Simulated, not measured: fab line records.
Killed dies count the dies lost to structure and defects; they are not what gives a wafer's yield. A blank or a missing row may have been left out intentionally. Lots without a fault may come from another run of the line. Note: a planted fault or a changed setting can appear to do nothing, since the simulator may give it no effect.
fab line records	flow sky130
record: lots: 7	wafers: 21	lastDay: 50
route steps=708 shown FIELD_ISO@18 PAD_OPEN@708
lots that met no fault: taken from a fault-free run of the same line
startH: hours from the record's first day to the start of the lot's first wafer shown	waitH: hours elapsed since this lot's preceding step	" unchanged from the row above	L1.1+2: a single row standing in for several wafers	- value missing, or start not given	* or withheld: withheld	< > ~ a bound
route shown NAME@n: a module of which the file shows steps, and the number in the route of the first	usual: mean/standard deviation of fault-free wafers	same: alike in all rows	chamber/n: place in a boat	sites: the reading at each site	_std_site: the values' standard deviation	_edge_site: inner sites' mean taken away from outer sites' mean	radiusMm: for every site, how far away it sits from the centre of the wafer	mask NAME#n: copy n	behind: the last tool/chamber to shape the wafer	hold: why the lot went on hold/how many hours it stayed there/how the hold came to an end	device: transistor that didn't switch, given as n, p or np	end of line: the tests these same wafers got at the end of their route	a step without rows: its recipe alone	killed: count of dies lost to structure and defects at first sort (not the wafer's yield)	map: dies across one wafer; x = killed, . = not, _ = none there
set.NAME: the setting that was run; set.NAME@STEP: the one run at that earlier step	model.NAME: the simulator's own value behind a step, which no gauge read
lots at selected steps of the route; one table per step, one row per wafer
services: from which hour (startH, from the record's first day; less than 0 if before it) a tool's chamber was out of use, for how many hours, and why
== steps ==
step: SKY_FIELD_ISO_ETCH_17
recipe: targetDepthA: 3420	maskMaterial: Si3N4	chemistry: HBr/Cl2/O2	target: Si	taperDeg: 5	icpW: 600	biasW: 150	pressureMtorr: 15	HBr_flow_sccm: 150	Cl2_flow_sccm: 40	O2_flow_sccm: 6	timeS: 97.7
usual: HBr_flow_sccm: 150.1/0.46	O2_flow_sccm: 5.999/0.018	drypumpMotorCurrentA: 5.9/0.34	oesProductAu: 1.000/0.013	rfFwdPowerW: 596.1/2.2	throttleValvePct: 25.656/0.012
lot.wafer	tool	chamber	startH	waitH	HBr_flow_sccm	O2_flow_sccm	drypumpMotorCurrentA	oesProductAu	rfFwdPowerW	rfHoursCounterH	throttleValvePct
L891.3	rieSi-01	0	57.48	0.0	150.1	5.998	5.8	0.990	601.4	2	25.667
L891.5	"	3	"	"	150.5	5.999	5.4	1.008	594.5	-	25.644
L891.6	"	0	"	"	150.2	5.999	5.8	0.996	598.4	-	25.663
L893.2	rieSi-01	1	67.39	0.1	150.4	6.047	5.6	1.002	599.1	1	25.643
L893.3	"	0	"	"	150.3	5.984	5.8	1.001	597.3	2	25.661
L893.5	"	2	"	"	150.2	6.018	5.9	1.008	595.7	-	25.636
L894.1	rieSi-02	3	70.24	0.1	149.4	6.023	5.4	0.988	594.9	20	25.664
L894.4	"	0	"	"	150.2	6.008	6.1	0.993	597.1	2	25.660
L894.6	"	2	"	"	150.0	6.004	6.4	1.004	596.0	-	25.653
L895.2	rieSi-02	3	75.65	0.1	149.7	6.016	5.4	1.005	596.7	20	25.672
L895.4	"	1	"	"	149.4	6.013	6.2	0.979	590.1	99	25.702
L895.6	"	0	"	"	150.5	5.973	6.1	1.001	596.2	-	25.655
L906.1	rieSi-01	0	134.04	0.1	149.2	5.995	5.9	0.999	597.4	3	25.649
L906.2	"	3	"	"	150.9	6.007	5.4	1.012	595.4	2	25.638
L906.6	"	1	"	"	150.2	5.987	5.6	1.016	594.1	-	25.653
L908.2	rieSi-02	2	145.48	0.1	149.8	6.017	6.4	1.006	597.3	3	25.653
L908.4	"	1	"	"	149.9	6.014	6.2	0.979	593.6	99	25.662
L908.5	"	0	"	"	150.2	5.987	6.1	0.993	596.5	-	25.657
L909.1	rieSi-01	2	148.48	0.1	150.1	6.015	5.9	1.013	597.2	29	25.661
L909.5	"	0	"	"	149.7	5.997	5.9	0.993	598.0	-	25.646
L909.6	"	1	"	"	149.7	5.988	5.6	1.016	594.1	-	25.639
step: SKY_FIELD_ISO_WET_ETCH_18
recipe: chemistry: H3PO4	targetDepthNm: 25	tempC: 160	target: Si3N4	timeS: 286
step: SKY_FIELD_ISO_CLEAN_19
recipe: chemistry: SC1/SC2	mix: 1:4:20	tempC: 70	timeS: 150
step: SKY_FIELD_ISO_CLEAN_20
recipe: chemistry: dHF	timeS: 20	dilution: 100:1
step: SKY_FIELD_ISO_WET_ETCH_21
recipe: chemistry: dHF	dilution: 100:1	targetDepthNm: 20	dry: ipaMarangoni	target: SiO2	tempC: 25	timeS: 400
step: SKY_FIELD_ISO_OXIDATION_22
recipe: tempC: 950	ambient: O2	stabiliseS: 600	purgeS: 300	targetThkA: 100	oxTimeS: 623
step: SKY_FIELD_ISO_THK_MEAS_23
recipe: reads: SiO2_of_FIELD_ISO_OXIDATION_22
usual: FIELD_ISO_OXIDATION_01_THK: 10.07/0.19
lot.wafer	tool	chamber	startH	waitH	FIELD_ISO_OXIDATION_01_THK[nm]
L891.3	filmMetro-03	-	59.03	0.0	9.92
L891.5	"	-	"	"	9.71
L891.6	"	-	"	"	10.00
L893.2	filmMetro-02	-	68.94	0.0	10.26
L893.3	"	-	"	"	10.28
L893.5	"	-	"	"	10.58
L894.1	filmMetro-01	-	72.18	0.0	10.13
L894.4	"	-	"	"	10.28
L894.6	"	-	"	"	10.08
L895.2	filmMetro-02	-	77.81	0.0	10.17
L895.4	"	-	"	"	10.27
L895.6	"	-	"	"	10.27
L906.1	filmMetro-03	-	137.55	0.0	10.11
L906.2	"	-	"	"	10.06
L906.6	"	-	"	"	10.13
L908.2	filmMetro-01	-	149.83	0.0	10.08
L908.4	"	-	"	"	9.80
L908.5	"	-	"	"	10.05
L909.1	filmMetro-02	-	151.51	0.0	9.96
L909.5	"	-	"	"	10.07
L909.6	"	-	"	"	10.04
step: SKY_FIELD_ISO_CVD_24
recipe: material: SiO2	targetThkNm: 595	tempC: 650	sigmaOpenFrac: 0.3	timeS: 99.2	sih4FlowSccm: 60	pressureMtorr: 6
step: SKY_FIELD_ISO_THK_MEAS_25
recipe: reads: SiO2_of_FIELD_ISO_CVD_24
usual: FIELD_ISO_CVD_24_THK: 594/5.6
lot.wafer	tool	chamber	startH	waitH	FIELD_ISO_CVD_24_THK[nm]
L891.3	filmMetro-01	-	59.16	0.1	588
L891.5	"	-	"	"	601
L891.6	"	-	"	"	585
L893.2	filmMetro-01	-	69.07	0.0	584
L893.3	"	-	"	"	585
L893.5	"	-	"	"	596
L894.1	filmMetro-03	-	72.31	0.0	594
L894.4	"	-	"	"	591
L894.6	"	-	"	"	600
L895.2	filmMetro-01	-	77.95	0.0	583
L895.4	"	-	"	"	594
L895.6	"	-	"	"	596
L906.1	filmMetro-01	-	137.69	0.0	593
L906.2	"	-	"	"	591
L906.6	"	-	"	"	593
L908.2	filmMetro-03	-	149.96	0.0	582
L908.4	"	-	"	"	592
L908.5	"	-	"	"	594
L909.1	filmMetro-03	-	151.64	0.0	591
L909.5	"	-	"	"	582
L909.6	"	-	"	"	598
step: SKY_FIELD_ISO_ANNEAL_26
recipe: tempC: 1000	timeS: 1800	ambient: N2
step: SKY_FIELD_ISO_CMP_27
recipe: stopOn: Si3N4	tOverpolishS: 16	downForcePsi: 4	platenRpm: 60	targetThkNm: 457.8	padVelocityMS: 0.94248
usual: motorCurrentA: 12.1/1	overpolishRunS: 16.000/0.0088	platenRpm: 59.99/0.037	timeToEndpointS: 119/4.1
lot.wafer	tool	chamber	startH	waitH	motorCurrentA	overpolishRunS	platenRpm	timeToEndpointS
L891.3	cmp-01	1	60.80	0.1	12.4	15.995	59.91	123
L891.6	"	3	"	"	12.4	15.986	60.00	116
L891.5	"	0	"	"	12.1	16.004	60.05	116
L893.2	cmp-02	3	70.62	0.0	11.0	15.988	60.02	119
L893.3	"	0	"	"	13.9	16.011	59.96	110
L893.5	"	0	"	"	15.0	15.984	60.01	115
L894.1	cmp-02	3	75.16	0.0	10.9	16.004	60.02	124
L894.4	"	1	"	"	12.2	16.003	60.01	121
L894.6	"	0	"	"	14.3	15.997	59.99	118
L895.2	cmp-01	3	79.50	0.0	12.0	16.007	60.02	109
L895.4	"	2	"	"	13.1	15.994	59.95	118
L895.6	"	3	"	"	11.8	15.981	59.95	116
L906.1	cmp-02	0	140.67	0.1	13.4	16.007	59.96	112
L906.2	"	1	"	"	12.3	16.006	60.01	120
L906.6	"	3	"	"	10.7	16.015	60.03	122
L908.4	cmp-02	2	152.72	0.0	11.6	16.001	59.97	114
L908.2	"	3	"	"	10.9	16.004	60.00	116
L908.5	"	2	"	"	11.3	16.007	59.97	115
L909.1	cmp-01	1	154.22	0.0	11.8	15.980	60.01	126
L909.5	"	1	"	"	12.0	15.991	60.02	120
L909.6	"	2	"	"	12.9	16.003	59.98	118
step: SKY_FIELD_ISO_WET_ETCH_28
recipe: chemistry: dHF	targetDepthNm: 23.7	target: SiO2	dilution: 10:1	tempC: 25	timeS: 47
step: SKY_FIELD_ISO_WET_ETCH_29
recipe: chemistry: H3PO4	targetDepthNm: 160	target: Si3N4	tempC: 160	timeS: 1825
usual: bathGuardTempC: 159.8/0.52	bathHeatDutyPct: 27/3.3
lot.wafer	tool	chamber	startH	waitH	bathGuardTempC	bathHeatDutyPct	model.Si3N4_of_FIELD_ISO_CVD_03.thkNm
L891.3	wetBench-03	2	61.02	0.0	159.6	33	0
L891.5	"	2	"	"	159.7	33	0
L891.6	"	2	"	"	159.3	33	0
L893.2	wetBench-03	1	70.94	0.0	-	-	120.9
L893.3	"	1	"	"	-	-	118.8
L893.5	"	1	"	"	-	-	121
L894.1	wetBench-01	3	75.48	0.0	-	-	121
L894.4	"	3	"	"	-	-	119.5
L894.6	"	3	"	"	-	-	119.3
L895.2	wetBench-02	2	79.82	0.0	-	-	117.5
L895.4	"	2	"	"	-	-	117.7
L895.6	"	2	"	"	-	-	119
L906.1	wetBench-01	1	140.89	0.0	160.0	34	0
L906.2	"	1	"	"	159.7	31	0
L906.6	"	1	"	"	159.9	33	0
L908.2	wetBench-01	2	153.04	0.0	159.9	26	0
L908.4	"	2	"	"	160.3	28	0
L908.5	"	2	"	"	160.2	25	0
L909.1	wetBench-01	0	154.54	0.0	159.3	25	0
L909.5	"	0	"	"	159.2	24	0
L909.6	"	0	"	"	159.7	26	0
step: SKY_FIELD_ISO_WET_ETCH_30
recipe: chemistry: dHF	targetDepthNm: 25	target: SiO2	dilution: 10:1	tempC: 25	timeS: 50
step: SKY_PAD_OPEN_PROBE_99
usual: killed_at_M0_to_M3: 43/7.1	killed_at_M4_up: 3.1/1.7	killedAtContacts: 23/5.1	killedAtFrontEnd: 14/4.4	killedAtOther: 0.3/0.47	killedDies: 84/9.9	killedOnRim: 16/3.8	killedOpen: 45/6.6	killedShort: 38/6.8
same: grossDies: 492	killedAtBackSide: 0
lot.wafer	tool	chamber	startH	waitH	killed_at_M0_to_M3	killed_at_M4_up	killedAtContacts	killedAtFrontEnd	killedAtOther	killedDies	killedOnRim	killedOpen	killedShort
L893.2	prober-01	-	1122.33	0.1	41	7	26	418	0	492	96	47	41
L893.3	prober-01	-	1122.38	0.2	54	3	32	403	0	492	96	53	52
L893.5	prober-01	-	1122.48	0.2	45	2	19	424	2	492	96	44	36
L894.1	prober-01	-	1126.54	0.1	45	1	16	430	0	492	96	41	38
L894.4	prober-01	-	1126.69	0.2	44	4	23	420	1	492	96	51	40
L894.6	prober-01	-	1126.79	0.2	39	2	27	424	0	492	96	37	44
L895.2	prober-02	-	1131.57	0.1	53	1	21	417	0	492	96	42	41
L895.4	prober-02	-	1131.67	0.2	39	2	28	423	0	492	96	46	34
L895.6	prober-02	-	1131.77	0.2	40	2	22	428	0	492	96	39	34
L906.1	prober-01	-	1187.05	0.1	34	5	13	16	1	69	12	42	27
L906.2	prober-01	-	1187.10	0.1	32	5	13	10	0	60	8	27	33
L906.6	prober-01	-	1187.30	0.2	32	6	18	12	1	69	13	41	28
killed by level:class
L893.2 FIELD_ISO:areaEtch=404 VIA1:geometricParticle:open=9 LI_CONTACT:geometricParticle:open=7 VIA2:geometricParticle:open=7 CONTACT:geometricParticle:open=6 METAL4:geometricParticle:short=5 LI_CONTACT:geometricParticle:short=5 LOCAL_INTERCONNECT:geometricParticle:short=5
L893.3 FIELD_ISO:areaEtch=387 CONTACT:geometricParticle:open=13 VIA1:geometricParticle:open=9 METAL1:geometricParticle:short=8 CONTACT:geometricParticle:short=7 VIA2:geometricParticle:short=6 VIA3:geometricParticle:open=6 POLY_GATE:geometricParticle:open=5
L893.5 FIELD_ISO:areaEtch=412 VIA1:geometricParticle:open=10 CONTACT:geometricParticle:open=8 VIA3:geometricParticle:open=8 CONTACT:geometricParticle:short=6 VIA2:geometricParticle:open=6 VIA1:geometricParticle:short=5 METAL3:geometricParticle:short=3
L894.1 FIELD_ISO:areaEtch=413 VIA1:geometricParticle:open=15 METAL2:geometricParticle:short=8 FIELD_ISO:geometricParticle:short=7 FIELD_ISO:geometricParticle:open=6 CONTACT:geometricParticle:open=6 METAL1:geometricParticle:short=5 VIA1:geometricParticle:short=5
L894.4 FIELD_ISO:areaEtch=401 VIA2:geometricParticle:open=10 CONTACT:geometricParticle:open=9 VIA1:geometricParticle:open=8 VIA1:geometricParticle:short=6 POLY_GATE:geometricParticle:open=5 LI_CONTACT:geometricParticle:open=5 VIA3:geometricParticle:open=5
L894.6 FIELD_ISO:areaEtch=411 VIA1:geometricParticle:open=11 CONTACT:geometricParticle:short=10 CONTACT:geometricParticle:open=9 METAL2:geometricParticle:short=7 FIELD_ISO:geometricParticle:short=4 METAL1:geometricParticle:short=4 VIA2:geometricParticle:open=4
L895.2 FIELD_ISO:areaEtch=409 VIA1:geometricParticle:open=15 VIA1:geometricParticle:short=9 CONTACT:geometricParticle:open=8 CONTACT:geometricParticle:short=7 VIA2:geometricParticle:open=7 METAL2:geometricParticle:short=6 VIA3:geometricParticle:open=4
L895.4 FIELD_ISO:areaEtch=412 CONTACT:geometricParticle:open=10 VIA1:geometricParticle:open=9 VIA2:geometricParticle:open=7 LI_CONTACT:geometricParticle:open=6 LOCAL_INTERCONNECT:geometricParticle:short=5 CONTACT:geometricParticle:short=5 FIELD_ISO:geometricParticle:open=4
L895.6 FIELD_ISO:areaEtch=419 VIA3:geometricParticle:open=9 CONTACT:geometricParticle:open=8 VIA1:geometricParticle:open=6 METAL1:geometricParticle:short=6 VIA2:geometricParticle:open=6 LOCAL_INTERCONNECT:geometricParticle:short=5 VIA1:geometricParticle:short=5
L906.1 VIA1:geometricParticle:open=10 VIA3:geometricParticle:open=6 FIELD_ISO:geometricParticle:open=4 LI_CONTACT:geometricParticle:open=4 METAL4:geometricParticle:short=4 METAL2:geometricParticle:short=4 VIA2:geometricParticle:short=4 FIELD_ISO:geometricParticle:short=3
L906.2 VIA1:geometricParticle:open=6 VIA3:geometricParticle:short=5 VIA1:geometricParticle:short=5 VIA3:geometricParticle:open=4 LOCAL_INTERCONNECT:geometricParticle:short=4 CONTACT:geometricParticle:open=4 METAL4:geometricParticle:short=4 VIA2:geometricParticle:short=4
L906.6 VIA1:geometricParticle:open=12 CONTACT:geometricParticle:open=6 METAL1:geometricParticle:short=6 VIA3:geometricParticle:open=6 LOCAL_INTERCONNECT:geometricParticle:short=5 METAL4:geometricParticle:short=5 FIELD_ISO:geometricParticle:open=4 POLY_GATE:geometricParticle:open=3
map L893.2 (x killed, . not)
__________xxxxxxxxxx_________
________xxxxxxxxxxxxxx_______
______xxxxxxxxxxxxxxxxxx_____
_____xxxxxxxxxxxxxxxxxxxx____
____xxxxxxxxxxxxxxxxxxxxxx___
___xxxxxxxxxxxxxxxxxxxxxxxx__
__xxxxxxxxxxxxxxxxxxxxxxxxxx_
_xxxxxxxxxxxxxxxxxxxxxxxxxxxx
_xxxxxxxxxxxxxxxxxxxxxxxxxxxx
_xxxxxxxxxxxxxxxxxxxxxxxxxxxx
_xxxxxxxxxxxxxxxxxxxxxxxxxxxx
_xxxxxxxxxxxxxxxxxxxxxxxxxxxx
_xxxxxxxxxxxxxxxxxxxxxxxxxxxx
_xxxxxxxxxxxxxxxxxxxxxxxxxxxx
_xxxxxxxxxxxxxxxxxxxxxxxxxxxx
__xxxxxxxxxxxxxxxxxxxxxxxxxx_
___xxxxxxxxxxxxxxxxxxxxxxxx__
____xxxxxxxxxxxxxxxxxxxxxx___
_____xxxxxxxxxxxxxxxxxxxx____
______xxxxxxxxxxxxxxxxxx_____
________xxxxxxxxxxxxxx_______
__________xxxxxxxxxx_________
map L894.1 (x killed, . not)
__________xxxxxxxxxx_________
________xxxxxxxxxxxxxx_______
______xxxxxxxxxxxxxxxxxx_____
_____xxxxxxxxxxxxxxxxxxxx____
____xxxxxxxxxxxxxxxxxxxxxx___
___xxxxxxxxxxxxxxxxxxxxxxxx__
__xxxxxxxxxxxxxxxxxxxxxxxxxx_
_xxxxxxxxxxxxxxxxxxxxxxxxxxxx
_xxxxxxxxxxxxxxxxxxxxxxxxxxxx
_xxxxxxxxxxxxxxxxxxxxxxxxxxxx
_xxxxxxxxxxxxxxxxxxxxxxxxxxxx
_xxxxxxxxxxxxxxxxxxxxxxxxxxxx
_xxxxxxxxxxxxxxxxxxxxxxxxxxxx
_xxxxxxxxxxxxxxxxxxxxxxxxxxxx
_xxxxxxxxxxxxxxxxxxxxxxxxxxxx
__xxxxxxxxxxxxxxxxxxxxxxxxxx_
___xxxxxxxxxxxxxxxxxxxxxxxx__
____xxxxxxxxxxxxxxxxxxxxxx___
_____xxxxxxxxxxxxxxxxxxxx____
______xxxxxxxxxxxxxxxxxx_____
________xxxxxxxxxxxxxx_______
__________xxxxxxxxxx_________
== services ==
tool	chamber	startH	hours	kind
cmp-01	-	64.00	4.0	pm
cmp-01	-	68.00	-	consumableReplace:conditioner
cmp-01	-	68.00	-	consumableReplace:pad
cmp-01	-	89.87	17.0	pm
cmp-02	-	108.21	0.3	repair
rieSi-02	-	117.84	0.9	repair
cmp-02	-	119.47	1.0	repair
cmp-01	-	147.91	1.3	repair
wetBench-03	-	150.59	4.4	pm
cmp-01	-	150.96	2.1	repair
== key ==
firstSign: step: SKY_FIELD_ISO_WET_ETCH_29	reading: toolRecord	direction: missing
effect: step: SKY_PAD_OPEN_PROBE_99	reading: killedAtFrontEnd	direction: up	sigmas: 93	usual: 14	struck: 421
modelEffect: step: SKY_FIELD_ISO_WET_ETCH_29	value: Si3N4_of_FIELD_ISO_CVD_03.thkNm	without: 0	struck: 119.4
moreKillsBornAt: SKY_FIELD_ISO_WET_ETCH_29@wetBench-02: 1240	SKY_FIELD_ISO_WET_ETCH_29@wetBench-01: 1225	SKY_FIELD_ISO_WET_ETCH_29@wetBench-03: 1203
metAt SKY_FIELD_ISO_WET_ETCH_29
struckWafers L893.2,L893.3,L893.5,L894.1,L894.4,L894.6,L895.2,L895.4,L895.6
laterRowsLeftOut L893.2,L893.3,L893.5,L894.1,L894.4,L894.6,L895.2,L895.4,L895.6
testerLeftOut L893,L894,L895
onsetBetween 61.02 70.94
fault: kind: skippedStepWhole	tool: wetBench-01,wetBench-02,wetBench-03	chamber: -	onsetH: 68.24	steps: SKY_FIELD_ISO_WET_ETCH_29	scope: struckLotsOnly
testerLeftOut: of these lots the tester's yield and bins aren't shown, on N5 and GAA mostly nor the transistor test; their killed dies are dies lost to structure and defects alone, not to doping, threshold or leakage, so they don't give the yield
laterRowsLeftOut: the simulator's readings of these wafers behind a module that went badly wrong aren't trusted and aren't shown, but for the sort
